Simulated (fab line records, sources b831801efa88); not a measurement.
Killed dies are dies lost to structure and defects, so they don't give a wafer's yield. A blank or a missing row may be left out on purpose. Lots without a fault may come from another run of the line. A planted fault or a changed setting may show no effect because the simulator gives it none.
A struck lot beside a sound one | flow sky130 | 15 steps out of a route of 708
Sound: wafers L477.2, L477.4, L477.6. Struck: wafer L482.2. (L482.3, L482.6 of the same lot were not struck and are left out.) The cause comes at the end.
At each step with rows: each side's tool, then ch and its chambers, then its first start. Under that, the readings that differ: sound wafers | struck wafers | difference of the means | sigmas: that difference in standard deviations of wafers without a fault.
alike: readings whose means differ by less than 2 such deviations, and words and numbers that are the same on both sides. not compared: withheld readings, readings that some wafer has no value for, bounds like >300 that may hide the same value, and numbers for which the record gives no deviation and whose values overlap.
The two part at a step that has a row with sigmas, a row that says differs or no value, or rows on one side only. Numbers that don't overlap but have no deviation are shown without sigmas and don't part them. A reading that every wafer of one side lacks parts them only if that side has two wafers or more.

first, 3 steps without rows for these wafers: SKY_CONTACT_EXPOSE_11 (exposes mask CTM1, target cd 170 nm); SKY_CONTACT_PEB_12; SKY_CONTACT_DEVELOP_13 (develop time 60 s).
SKY_CONTACT_CD_MEAS_14: target cd 170 nm.
  sound on cd_sem-01, day 31 23:05; struck on cd_sem-01, day 33 10:19
  alike: cd_nm
SKY_CONTACT_OVL_MEAS_15:
  sound on overlay-01, day 31 23:11; struck on overlay-02, day 33 10:26
  alike: CONTACT_OVL
SKY_CONTACT_ETCH_16: etches BARC in N2/H2, stops on SiO2, time 45.9 s, target depth 60 nm.
  sound on rie_diel-01 ch 2,3, day 31 23:13; struck on rie_diel-03 ch 1, day 33 10:28
  alike: drypump_motor_current_A, oes_product_au, throttle_valve_pct
  not compared: rf_hours_counter_h
SKY_CONTACT_ETCH_17: etches SiO2 in C4F8/O2/Ar, stops on Si3N4, target depth 340 nm.
  sound on rie_diel-01 ch 2,3, day 31 23:16; struck on rie_diel-03 ch 1, day 33 10:30
  alike: oes_product_au
SKY_CONTACT_ETCH_18: etches Si3N4 in CHF3/O2, stops on TiN, time 39 s, target depth 75 nm.
  sound on rie_diel-01 ch 2,3; struck on rie_diel-03 ch 1
  alike: drypump_motor_current_A, oes_product_au, throttle_valve_pct
  not compared: rf_hours_counter_h
SKY_CONTACT_STRIP_19: strips in O2/N2.
  sound on plasma_asher-04 ch 0,1, day 31 23:21; struck on plasma_asher-01 ch 0, day 33 10:35
  alike: drypump_motor_current_A, oes_product_au, strip_time_to_endpoint_s
  not compared: rf_hours_counter_h
then, 3 steps without rows for these wafers: SKY_CONTACT_STRIP_20 (strips in post etch residue remover, time 1200 s); SKY_CONTACT_CLEAN_21 (cleans in IPA, time 180 s); SKY_CONTACT_CLEAN_22 (cleans in O3/DIW).
SKY_CONTACT_SPUTTER_23: material TiN, target thk 20 nm, time 80 s.
  sound on pvd_sputter-02, day 31 23:56; struck on pvd_sputter-02, day 33 11:13
  reading                                     | sound             | struck | difference | sigmas
  model.TiN_of_CONTACT_SPUTTER_23.thk_nm (nm) | 20.09 19.82 19.74 | 22.42  | +2.54      |
  alike: throttle_valve_pct
SKY_CONTACT_CVD_24: deposits W, target thk 340 nm, time 102.12 s.
  sound on cvd_w-01 ch 0,1, day 32 00:00; struck on cvd_w-02 ch 0, day 33 11:17
  reading            | sound       | struck | difference | sigmas
  heater_power_w (W) | 803 865 886 | 1029   | +178       | +3
  alike: chamber_pressure_Torr, susceptor_temp_C
SKY_PAD_OPEN_PROBE_99:
  the record has rows for the sound wafers here (prober-02, day 45 22:28) and none for the struck ones

WHERE THEY PART
First at SKY_CONTACT_CVD_24; last, within this record, at SKY_PAD_OPEN_PROBE_99.

WHY: what the simulator had put in
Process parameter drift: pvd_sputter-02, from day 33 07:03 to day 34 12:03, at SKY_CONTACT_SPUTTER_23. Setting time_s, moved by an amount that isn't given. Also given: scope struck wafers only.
